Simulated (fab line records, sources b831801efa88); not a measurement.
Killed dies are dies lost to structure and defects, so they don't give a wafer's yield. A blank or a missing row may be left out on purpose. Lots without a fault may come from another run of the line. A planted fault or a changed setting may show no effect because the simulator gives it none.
A struck lot beside a sound one | flow gf180mcu | 15 steps out of a route of 602
Sound: wafers L614.2, L614.3, L614.6. Struck: wafer L620.2. (L620.6 of the same lot was not struck and is left out.) The cause comes at the end.
At each step with rows: each side's tool, then ch and its chambers, then its first start. Under that, the readings that differ: sound wafers | struck wafers | difference of the means | sigmas: that difference in standard deviations of wafers without a fault.
alike: readings whose means differ by less than 2 such deviations, and words and numbers that are the same on both sides. not compared: withheld readings, readings that some wafer has no value for, bounds like >300 that may hide the same value, and numbers for which the record gives no deviation and whose values overlap.
The two part at a step that has a row with sigmas, a row that says differs or no value, or rows on one side only. Numbers that don't overlap but have no deviation are shown without sigmas and don't part them. A reading that every wafer of one side lacks parts them only if that side has two wafers or more.

first, 9 steps without rows for these wafers: GF_MIM_STRIP_21 (strips in post etch residue remover, time 1200 s); GF_MIM_CLEAN_22 (cleans in DIW); GF_M5_DEHYDRATE_00 (time 60 s); GF_M5_HMDS_01 (prime time 60 s); GF_M5_COAT_02 (resist thk 1000 nm); GF_M5_SOFTBAKE_03 (time 60 s); GF_M5_EXPOSE_04 (exposes mask Metal5, target cd 280 nm); GF_M5_PEB_05 (peb time 90 s); GF_M5_DEVELOP_06 (develop time 60 s).
GF_M5_CD_MEAS_07: target cd 280 nm.
  sound on cd_sem-02, day 27 04:30; struck on cd_sem-01, day 27 14:09
  reading    | sound             | struck | difference | sigmas
  cd_nm (nm) | 281.0 279.9 280.7 | 277.1  | -3.4       | -3
GF_M5_OVL_MEAS_08:
  sound on overlay-01, day 27 04:37; struck on overlay-01, day 27 14:16
  alike: M5_OVL
GF_M5_ETCH_09: etches Si3N4 in CF4/O2, target depth 52 nm, time 11.6 s.
  sound on rie_diel-03 ch 1,2,3, day 27 04:38; struck on rie_diel-02 ch 1, day 27 14:17
  reading                     | sound       | struck | difference | sigmas
  drypump_motor_current_A (A) | 6.4 5.8 5.7 | 4.7    | -1.3       | -3
  alike: oes_product_au, throttle_valve_pct
  not compared: rf_hours_counter_h
GF_M5_METAL_ETCH_10: etches the open film in Cl2/BCl3, stops on SiO2, target depth 750.8 nm, time 125.1 s.
  sound on rie_metal-02 ch 0,1, day 27 04:40; struck on rie_metal-04 ch 1, day 27 14:19
  reading                             | sound                | struck | difference | sigmas
  oes_product_au (a.u.)               | 0.991 1.006 0.992    | 0.724  | -0.272     | -37
  throttle_valve_pct (%)              | 28.227 28.228 28.216 | 28.515 | +0.291     | +26
  model.KrF_of_M5_COAT_02.thk_nm (nm) | 643.5 644.9 640.4    | 778.5  | +135.6     |
  alike: drypump_motor_current_A
  not compared: rf_hours_counter_h
GF_M5_STRIP_11: strips in O2/N2.
  sound on plasma_asher-01 ch 0,1, day 27 04:47; struck on plasma_asher-01 ch 1, day 27 14:26
  reading                      | sound             | struck | difference | sigmas
  oes_product_au (a.u.)        | 0.519 0.525 0.519 | 0.579  | +0.058     | +11
  strip_time_to_endpoint_s (s) | 6.97 7.00 6.94    | 8.30   | +1.33      | +18
  alike: drypump_motor_current_A, heater_power_w, platen_temp_c
  not compared: rf_hours_counter_h
then, 1 step without rows for these wafers: GF_M5_STRIP_12 (strips in post etch residue remover, time 1200 s).

WHERE THEY PART
First at GF_M5_CD_MEAS_07; last, within this record, at GF_M5_STRIP_11.

WHY: what the simulator had put in
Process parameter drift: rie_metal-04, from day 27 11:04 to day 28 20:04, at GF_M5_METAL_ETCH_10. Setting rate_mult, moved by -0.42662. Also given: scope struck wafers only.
